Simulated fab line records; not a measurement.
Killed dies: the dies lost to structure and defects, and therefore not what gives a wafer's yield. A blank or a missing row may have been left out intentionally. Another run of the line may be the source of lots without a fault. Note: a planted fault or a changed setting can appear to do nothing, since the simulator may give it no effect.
Split-lot trial | flow gf180mcu | on a route of 602 steps: 5 lots, 23 wafers read

== THE SPLIT ==
At GF_MVPSD_IMPLANT_08, the setting dose_cm2 was moved away from the recipe's 1.5e+13 on 11 of the 23 wafers read, by -7.0% to +7.2%. All remaining wafers had this setting at the recipe value.

== FROM THE SPLIT TO THE READING: what the file shows between them, 12 steps ==
- GF_MVPSD_IMPLANT_09
- GF_MVPSD_STRIP_10: strips in O2/N2
- GF_MVPSD_TW_MEAS_11
- GF_VT_IMPLANT_IMPLANT_08 (also split here: energy_kev)
- GF_VT_IMPLANT_STRIP_09: strips in O2/N2
- GF_VT_IMPLANT_TW_MEAS_10
- GF_VT_IMPLANT_COAT_24: resist thk 1000 nm (also split here: spin_rpm)
- GF_VT_IMPLANT_IMPLANT_30 (also split here: dose_cm2)
- GF_VT_IMPLANT_STRIP_31: strips in O2/N2
- GF_VT_IMPLANT_TW_MEAS_32
- GF_VT_IMPLANT_DEVELOP_39: develop time 60 s (also split here: dev_temp_c)
- GF_VT_IMPLANT_IMPLANT_41

== THE READING ==
MVPSD_RS (ohm/sq), read at GF_VT_IMPLANT_RS_MEAS_49 with a four-point probe. Fault-free wafers of this fab line usually give 1166.8 ohm/sq, standard deviation 2.9 ohm/sq.

wafer  | tool, chamber at the split | dose_cm2 as run | against the recipe | MVPSD_RS, ohm/sq | against lot-mates on the recipe
L075.1 | implanter-02, 0            | 1.5e+13         | recipe             | 1169.6           | -
L075.2 | implanter-02, 0            | 1.585e+13       | +5.7%              | 1135.6           | -32.8
L075.3 | implanter-02, 0            | 1.5e+13         | recipe             | 1167.1           | -
L075.4 | implanter-02, 0            | 1.585e+13       | +5.7%              | 1136.7           | -31.6
L075.5 | implanter-02, 0            | 1.585e+13       | +5.7%              | 1134.9           | -33.4
L076.2 | implanter-01, 0            | 1.608e+13       | +7.2%              | 1125.8           | -38.2
L076.3 | implanter-01, 0            | 1.5e+13         | recipe             | 1165.7           | -
L076.4 | implanter-01, 0            | 1.608e+13       | +7.2%              | 1124.1           | -39.9
L076.5 | implanter-01, 0            | 1.608e+13       | +7.2%              | 1122.9           | -41.1
L076.6 | implanter-01, 0            | 1.5e+13         | recipe             | 1162.3           | -
L083.1 | implanter-03, 0            | 1.5e+13         | recipe             | 1166.7           | -
L083.2 | implanter-03, 0            | 1.395e+13       | -7.0%              | 1206.4           | +38.2
L083.3 | implanter-03, 0            | 1.395e+13       | -7.0%              | 1212.2           | +44.0
L083.4 | implanter-03, 0            | 1.5e+13         | recipe             | 1169.6           | -
L083.6 | implanter-03, 0            | 1.395e+13       | -7.0%              | 1209.4           | +41.2
L082.1 | implanter-02, 0            | 1.5e+13         | recipe             | 1169.8           | -
L082.2 | implanter-02, 0            | 1.5e+13         | recipe             | 1169.2           | -
L082.4 | implanter-02, 0            | 1.444e+13       | -3.7%              | 1187.0           | +18.1
L082.5 | implanter-02, 0            | 1.5e+13         | recipe             | 1167.8           | -
L082.6 | implanter-02, 0            | 1.444e+13       | -3.7%              | 1194.2           | +25.3
L084.2 | implanter-02, 0            | 1.5e+13         | recipe             | 1166.6           | -
L084.3 | implanter-02, 0            | 1.5e+13         | recipe             | 1164.9           | -
L084.5 | implanter-02, 0            | 1.5e+13         | recipe             | 1162.0           | -

THE FIT
A straight line over all 23 wafers: MVPSD_RS changes by -5.91 ohm/sq for each +1% of dose_cm2; r = -1.00; the points scatter about the line by 2.7 ohm/sq.
The same after taking each lot's own level away (the mean of its wafers on the recipe; 23 wafers): -5.72 ohm/sq for each +1%; r = -1.00; scatter 2 ohm/sq.
The reading moves by 41 ohm/sq for the largest change in dose_cm2, on that fit.
Across the lots, their own levels run from 1164.00 to 1168.93 ohm/sq, a range of 1.7 times the standard deviation given above.
So the lot-to-lot level changes the slope little: the two slopes agree.
Check: with one of the wafers moved furthest among these (+7.2%) left out of the fit, the line predicts -41.4 ohm/sq for it against its lot-mates. Against them it came out at -38.2 ohm/sq.

== OTHER SPLITS APPLIED TO THESE WAFERS ==
Note: prior to the reading, these wafers also went through further splits. Each is held against what the fit with the lots' levels taken away leaves over:
other split on the same wafers      | wafers away from the commonest value | r with MVPSD_RS (lot level and that fit taken away)
GF_STI_OXIDATION_01 ox_time_s       | 13                                   | +0.02
GF_STI_CVD_03 pressure_mtorr        | 10                                   | -0.11
GF_DNWELL_COAT_02 spin_rpm          | 7                                    | -0.19
GF_DNWELL_STRIP_08 platen_temp_c    | 11                                   | -0.34
GF_NWELL_IMPLANT_08 dose_cm2        | 6                                    | -0.11
GF_LVPWELL_STRIP_10 pressure_mtorr  | 15                                   | +0.13
GF_MVSD_IMPLANT_08 energy_kev       | 6                                    | -0.31
GF_VT_IMPLANT_IMPLANT_08 energy_kev | 7                                    | +0.13
GF_VT_IMPLANT_COAT_24 spin_rpm      | 8                                    | +0.24
GF_VT_IMPLANT_IMPLANT_30 dose_cm2   | 11                                   | +0.14
GF_VT_IMPLANT_DEVELOP_39 dev_temp_c | 4                                    | +0.11

== THE WHOLE CHAIN: every reading that the file lists as answering this split, in the file's order ==
step                     | what it does                 | reading  | change (the file's fit)           | r (the file's)
GF_MVPSD_TW_MEAS_11      |                              | MVPSD_TW | +1.32 for each +1% of the setting | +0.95
GF_VT_IMPLANT_RS_MEAS_49 | measures by four-point-probe | MVPSD_RS | -5.72 for each +1% of the setting | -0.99

== FILE'S OWN FIT ==
MVPSD_RS changes by -5.72 ohm/sq for each +1% of dose_cm2, r = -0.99.
